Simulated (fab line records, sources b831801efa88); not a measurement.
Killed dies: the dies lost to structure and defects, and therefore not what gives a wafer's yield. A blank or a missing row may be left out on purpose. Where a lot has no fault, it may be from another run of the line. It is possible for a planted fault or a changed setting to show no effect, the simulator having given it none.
What tool caused it? -- flow sky130 -- 14 lots with 42 wafers sampled at 4 steps, on a route of 708 steps

WHAT THE GAUGES SHOWED, per wafer
Not one reading of a measure or inspect step in the record can be checked against a usual standard deviation.

WHAT TOOL EACH LOT RAN ON (gives the tool, then ch and the chambers of the sampled wafers, and finally the start)
lot,SKY_VIA2_SPUTTER_20,SKY_METAL3_SPUTTER_04,SKY_CAPM_DEVELOP_11,SKY_CAPM_STRIP_14
L400,"pvd sputter-04, day 36 11:31","pvd sputter-01, day 36 12:18","litho track-01 ch 0, day 37 14:28","plasma asher-02 ch 0,1, day 37 14:42"
L401,"pvd sputter-03, day 36 13:51","pvd sputter-04, day 36 14:38","litho track-01 ch 0, day 37 16:59","plasma asher-02 ch 0,1, day 37 17:15"
L403,"pvd sputter-04, day 37 11:05","pvd sputter-04, day 37 11:52","litho track-01 ch 0, day 38 13:07","plasma asher-03 ch 0,1, day 38 13:21"
L405,"pvd sputter-04, day 37 23:14","pvd sputter-01, day 38 00:08","litho track-03 ch 0, day 39 01:10","plasma asher-01 ch 1, day 39 01:26"
L407,"pvd sputter-04, day 38 20:50","pvd sputter-03, day 38 21:37","litho track-02, day 39 22:37","plasma asher-02 ch 0,1, day 39 22:58"
L408,"pvd sputter-03, day 39 01:12","pvd sputter-03, day 39 04:25","litho track-03, day 40 04:21","plasma asher-02 ch 0,1, day 40 04:40"
L415,"pvd sputter-04, day 41 17:48","pvd sputter-03, day 41 18:34","litho track-01 ch 0, day 42 16:47","plasma asher-02 ch 1, day 42 17:03"
L417,"pvd sputter-02, day 41 19:08","pvd sputter-04, day 41 19:55","litho track-02 ch 0, day 42 19:48","plasma asher-01 ch 0,1, day 42 20:02"
L416,"pvd sputter-03, day 41 21:09","pvd sputter-04, day 41 22:00","litho track-03 ch 0, day 42 21:34","plasma asher-02 ch 0,1, day 42 21:49"
L414,"pvd sputter-03, day 41 22:06","pvd sputter-03, day 41 22:58","litho track-03 ch 0, day 42 21:49","plasma asher-01 ch 1, day 42 22:05"
L418,"pvd sputter-04, day 42 04:56","pvd sputter-03, day 42 05:43","litho track-03 ch 0, day 43 04:10","plasma asher-03 ch 0,1, day 43 04:26"
L420,"pvd sputter-03, day 42 10:42","pvd sputter-01, day 42 11:28","litho track-02 ch 0, day 43 10:29","plasma asher-02 ch 0,1, day 43 10:48"
L422,"pvd sputter-04, day 43 05:30","pvd sputter-03, day 43 06:16","litho track-02 ch 0, day 44 04:53","plasma asher-03 ch 0,1, day 44 05:08"
L423,"pvd sputter-04, day 43 07:17","pvd sputter-03, day 43 08:04","litho track-01 ch 0, day 44 06:49","plasma asher-01 ch 0,1, day 44 07:03"
- SKY_VIA2_SPUTTER_20: material TiN, target thk 20 nm, time 80 s.
- SKY_METAL3_SPUTTER_04: material TiN, target thk 70 nm, time 58.3 s.
- SKY_CAPM_DEVELOP_11: develop time 60 s.
- SKY_CAPM_STRIP_14: strips in O2/N2.

AS READ BY THE TOOLS THEMSELVES (means over the sampled wafers that have a number; for cases with no such wafer, the mark the record gives instead)
SKY_VIA2_SPUTTER_20.
lot,tool,throttle valve pct (%)
L400,pvd sputter-04,31.3
L401,pvd sputter-03,30.9
L403,pvd sputter-04,31.2
L405,pvd sputter-04,30.7
L407,pvd sputter-04,31.4
L408,pvd sputter-03,30.4
L415,pvd sputter-04,31.0
L417,pvd sputter-02,30.4
L416,pvd sputter-03,32.0
L414,pvd sputter-03,29.9
L418,pvd sputter-04,32.0
L420,pvd sputter-03,32.0
L422,pvd sputter-04,30.8
L423,pvd sputter-04,30.0

SKY_METAL3_SPUTTER_04.
lot,tool,throttle valve pct (%)
L400,pvd sputter-01,29.9
L401,pvd sputter-04,31.6
L403,pvd sputter-04,29.9
L405,pvd sputter-01,30.5
L407,pvd sputter-03,30.7
L408,pvd sputter-03,30.8
L415,pvd sputter-03,31.3
L417,pvd sputter-04,31.4
L416,pvd sputter-04,31.3
L414,pvd sputter-03,31.5
L418,pvd sputter-03,31.4
L420,pvd sputter-01,29.7
L422,pvd sputter-03,30.7
L423,pvd sputter-03,31.3

SKY_CAPM_DEVELOP_11.
lot,tool,chill plate temp C (C)
L400,litho track-01,22.85
L401,litho track-01,22.93
L403,litho track-01,23.01
L405,litho track-03,23.02
L407,litho track-02,-
L408,litho track-03,-
L415,litho track-01,23.06
L417,litho track-02,22.95
L416,litho track-03,22.89
L414,litho track-03,23.00
L418,litho track-03,22.92
L420,litho track-02,22.96
L422,litho track-02,23.11
L423,litho track-01,23.17

SKY_CAPM_STRIP_14.
lot,tool,drypump motor current A (A),oes product au (a.u.),strip time to endpoint s (s)
L400,plasma asher-02,5.2,0.708,12.69
L401,plasma asher-02,5.2,0.712,12.63
L403,plasma asher-03,6.0,0.709,12.72
L405,plasma asher-01,6.2,0.709,12.58
L407,plasma asher-02,5.2,0.708,12.70
L408,plasma asher-02,5.2,0.709,12.62
L415,plasma asher-02,5.2,0.707,12.72
L417,plasma asher-01,5.7,0.711,12.68
L416,plasma asher-02,5.2,0.708,12.65
L414,plasma asher-01,6.2,0.712,12.70
L418,plasma asher-03,6.0,0.711,12.69
L420,plasma asher-02,5.2,0.710,12.64
L422,plasma asher-03,6.2,0.705,12.66
L423,plasma asher-01,5.7,0.709,12.68

THE ANSWER, worked out from the rows above alone
Rule: usual is defined by the lots themselves. The widest of any qualifying gaps counts: lots, ordered by their means at a reading, are off when they make up no more than a third of the lots, leave a main group of 4 or more, and stand apart from it by 3 or more times the standard deviation of that group's means. The tables above print the reading to a certain number of digits; a main group whose means all agree to those digits is not used. A lot without any number at a reading at which 4 lots or more have one is off too. Any other lot the step has rows for is counted as sound. After the gauges, taken in route order, come the tools' own readings; for these a lot's mean is taken, as printed above. At the first step where some lot is off, the reading lying furthest off is the one used; lots without a number count as furthest.
Off: L407, L408, at SKY_CAPM_DEVELOP_11 (chill plate temp C). Without a number there: L407, L408. The main group has a mean of 22.99 C with a standard deviation of 0.088.
A tool fits if, at that step or a process step before it, it ran every lot that is off, and no sound lot after the first of them. No candidate that was tried fits.

WHAT HAD BEEN PUT IN BY THE SIMULATOR
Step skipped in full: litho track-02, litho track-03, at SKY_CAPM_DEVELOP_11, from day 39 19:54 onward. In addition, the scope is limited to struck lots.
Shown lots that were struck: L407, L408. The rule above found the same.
